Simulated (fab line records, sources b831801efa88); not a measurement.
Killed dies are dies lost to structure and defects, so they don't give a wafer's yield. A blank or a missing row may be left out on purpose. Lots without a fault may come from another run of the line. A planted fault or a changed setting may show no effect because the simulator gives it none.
Which tool did it? | flow sky130 | 9 lots, 27 wafers sampled, at 6 steps of a route of 708

WHAT THE GAUGES READ, wafer by wafer
SKY_CAP2M_RS_MEAS_03: measures by four-point-probe.
lot  | measured     | on            | CAP2M_TIN_RS (ohm/sq)
L778 | day 40 17:49 | film_metro-04 | 6.88 6.85 6.97
L781 | day 41 20:16 | film_metro-04 | 6.96 6.91 6.99
L783 | day 42 16:53 | film_metro-02 | 6.92 6.86 6.88
L784 | day 43 00:12 | film_metro-04 | 7.93 7.90 7.95
L785 | day 43 03:26 | film_metro-02 | 7.01 7.95 6.98
L786 | day 43 04:23 | film_metro-03 | 7.00 7.00 6.98
L791 | day 44 09:37 | film_metro-04 | 6.86 6.83 6.84
L792 | day 44 17:23 | film_metro-02 | 6.90 6.86 6.87
L797 | day 46 02:01 | film_metro-04 | 6.85 6.85 6.90

SKY_CAP2M_THK_MEAS_04: measures by xrf.
lot  | measured     | on            | CAP2M_TIN_THK (nm)
L778 | day 40 17:56 | film_metro-04 | 202.8 203.1 199.9
L781 | day 41 20:23 | film_metro-04 | 200.4 201.4 200.2
L783 | day 42 17:01 | film_metro-02 | 202.2 202.9 202.9
L784 | day 43 00:19 | film_metro-04 | 175.9 176.8 175.4
L785 | day 43 03:33 | film_metro-02 | 197.9 175.4 198.5
L786 | day 43 04:30 | film_metro-03 | 202.0 200.9 201.9
L791 | day 44 09:44 | film_metro-04 | 201.9 202.2 201.9
L792 | day 44 17:31 | film_metro-02 | 201.7 202.8 202.1
L797 | day 46 02:08 | film_metro-04 | 203.8 202.7 202.2

WHICH TOOL RAN EACH LOT (tool, then ch and the chambers of the sampled wafers, then the start)
lot  | SKY_VIA2_ETCH_14                   | SKY_VIA2_CMP_24               | SKY_METAL3_SPUTTER_03        | SKY_CAP2M_SPUTTER_02
L778 | rie_diel-03 ch 1,3, day 37 07:55   | cmp-01 ch 0,2, day 37 09:10   | pvd_sputter-02, day 37 09:30 | pvd_sputter-01, day 40 17:42
L781 | rie_diel-01 ch 1,2,3, day 38 12:22 | cmp-02 ch 0,1, day 38 13:35   | pvd_sputter-02, day 38 13:58 | pvd_sputter-02, day 41 20:09
L783 | rie_diel-03 ch 0,1,3, day 39 10:44 | cmp-02 ch 1,2,3, day 39 11:51 | pvd_sputter-03, day 39 12:14 | pvd_sputter-03, day 42 16:47
L784 | rie_diel-04 ch 0,1, day 39 17:52   | cmp-01 ch 0,1, day 39 19:04   | pvd_sputter-03, day 39 19:24 | pvd_sputter-03, day 43 00:04
L785 | rie_diel-01 ch 0,1,2, day 39 20:31 | cmp-01 ch 1,2,3, day 39 21:48 | pvd_sputter-01, day 39 22:11 | pvd_sputter-03, day 43 03:19
L786 | rie_diel-03 ch 1,3, day 39 21:44   | cmp-01 ch 0,2, day 39 22:57   | pvd_sputter-02, day 39 23:20 | pvd_sputter-01, day 43 04:16
L791 | rie_diel-04 ch 0,1,3, day 41 05:28 | cmp-01 ch 1,2,3, day 41 06:38 | pvd_sputter-02, day 41 07:02 | pvd_sputter-02, day 44 09:29
L792 | rie_diel-01 ch 1,2,3, day 41 12:53 | cmp-01 ch 1,2, day 41 13:58   | pvd_sputter-01, day 41 14:21 | pvd_sputter-02, day 44 17:17
L797 | rie_diel-04 ch 0,2,3, day 43 00:31 | cmp-02 ch 0,2,3, day 43 01:43 | pvd_sputter-03, day 43 02:01 | pvd_sputter-01, day 46 01:54
- SKY_VIA2_ETCH_14: etches BARC in N2/H2, stops on SiO2, time 45.9 s, target depth 60 nm.
- SKY_VIA2_CMP_24: polishes, stops on SiO2, t overpolish 20 s, target thk 0 nm.
- SKY_METAL3_SPUTTER_03: material Ti, target thk 5 nm, time 3.3 s.
- SKY_CAP2M_SPUTTER_02: material TiN, target thk 200 nm, time 166.7 s.

WHAT THE TOOLS THEMSELVES READ (means of the sampled wafers that have a number; where no wafer has one, the mark that the record gives instead)
SKY_VIA2_ETCH_14.
lot  | tool        | drypump_motor_current_A (A) | h2_flow_sccm (sccm) | oes_product_au (a.u.) | throttle_valve_pct (%)
L778 | rie_diel-03 | 5.5                         | 200.5               | 0.856                 | 13.223
L781 | rie_diel-01 | 6.1                         | 200.5               | 0.856                 | 13.229
L783 | rie_diel-03 | 5.7                         | 200.2               | 0.860                 | 13.226
L784 | rie_diel-04 | 5.0                         | 200.5               | 0.855                 | 13.222
L785 | rie_diel-01 | 6.1                         | 199.6               | 0.856                 | 13.226
L786 | rie_diel-03 | 5.5                         | 199.9               | 0.854                 | 13.220
L791 | rie_diel-04 | 5.1                         | 200.4               | 0.846                 | 13.222
L792 | rie_diel-01 | 6.1                         | 200.1               | 0.857                 | 13.223
L797 | rie_diel-04 | 5.4                         | 200.3               | 0.852                 | 13.218

SKY_VIA2_CMP_24.
lot  | tool   | motor_current_A (A) | overpolish_run_s (s) | time_to_endpoint_s (s)
L778 | cmp-01 | 12.5                | 19.999               | 103
L781 | cmp-02 | 10.6                | 19.999               | 104
L783 | cmp-02 | 10.7                | 19.993               | 106
L784 | cmp-01 | 10.7                | 20.005               | 104
L785 | cmp-01 | 10.5                | 19.998               | 100
L786 | cmp-01 | 12.0                | 19.989               | 100
L791 | cmp-01 | 10.9                | 19.997               | 102
L792 | cmp-01 | 10.5                | 19.997               | 100
L797 | cmp-02 | 10.4                | 19.997               | 95

SKY_METAL3_SPUTTER_03.
lot  | tool           | cathode_dc_power_W (W) | chamber_pressure_pa (Pa) | throttle_valve_pct (%)
L778 | pvd_sputter-02 | 3000.0                 | 0.4001                   | 30.9
L781 | pvd_sputter-02 | 3000.2                 | 0.4003                   | 31.4
L783 | pvd_sputter-03 | 2999.8                 | 0.4005                   | 29.2
L784 | pvd_sputter-03 | 2999.7                 | 0.3998                   | 29.9
L785 | pvd_sputter-01 | 2999.6                 | 0.3999                   | 30.4
L786 | pvd_sputter-02 | 3000.5                 | 0.3997                   | 31.3
L791 | pvd_sputter-02 | 2999.6                 | 0.3999                   | 30.2
L792 | pvd_sputter-01 | 3000.6                 | 0.4001                   | 30.5
L797 | pvd_sputter-03 | 3000.1                 | 0.3990                   | 29.1

SKY_CAP2M_SPUTTER_02.
lot  | tool           | cathode_dc_power_W (W) | chamber_pressure_pa (Pa) | throttle_valve_pct (%)
L778 | pvd_sputter-01 | 6501.1                 | 0.3996                   | 30.5
L781 | pvd_sputter-02 | 6499.4                 | 0.3999                   | 31.9
L783 | pvd_sputter-03 | 6499.9                 | 0.4003                   | 30.6
L784 | pvd_sputter-03 | 6500.3                 | 0.4001                   | 30.3
L785 | pvd_sputter-03 | 6499.6                 | 0.3995                   | 30.6
L786 | pvd_sputter-01 | 6499.9                 | 0.4001                   | 30.3
L791 | pvd_sputter-02 | 6500.0                 | 0.3996                   | 31.2
L792 | pvd_sputter-02 | 6499.9                 | 0.3994                   | 30.9
L797 | pvd_sputter-01 | 6501.2                 | 0.3999                   | 30.4

THE ANSWER, worked out from the rows above alone
Rule: what is usual is taken from the lots themselves. Put in order of their means at a reading, lots are off if they are a third of the lots or fewer, leave a main group of 4 or more, and stand apart from it by a gap of 3 or more times the standard deviation of the main group's means; of several such gaps the widest counts. A main group whose means are all the same, to the digits that the tables above print for the reading, isn't used. A lot without any number at a reading at which 4 lots or more have one is off too. The other lots that the step has rows for count as sound. The gauges are gone through in route order, then the tools' own readings, and for those a lot's mean is taken as printed above. The first step at which some lot is off is used, and at that step the reading that is off furthest; a lot without a number counts as furthest.
Off: L784, L785, at SKY_CAP2M_RS_MEAS_03 (CAP2M_TIN_RS). The main group: mean 6.90 ohm/sq, standard deviation 0.049.
A tool fits if, at a process step before that reading, it ran every lot that is off, and no sound lot after the first of them. The gauges at SKY_CAP2M_RS_MEAS_03 are tried like those tools. One fits: pvd_sputter-03 at SKY_CAP2M_SPUTTER_02. Its last sound lot is L783 (day 42 16:47), its first lot that is off L784 (day 43 00:04): a fault that began between those two fits.

WHAT THE SIMULATOR HAD PUT IN
Process parameter drift: pvd_sputter-03, from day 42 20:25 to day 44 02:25, at SKY_CAP2M_SPUTTER_02. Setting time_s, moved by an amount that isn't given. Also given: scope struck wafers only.
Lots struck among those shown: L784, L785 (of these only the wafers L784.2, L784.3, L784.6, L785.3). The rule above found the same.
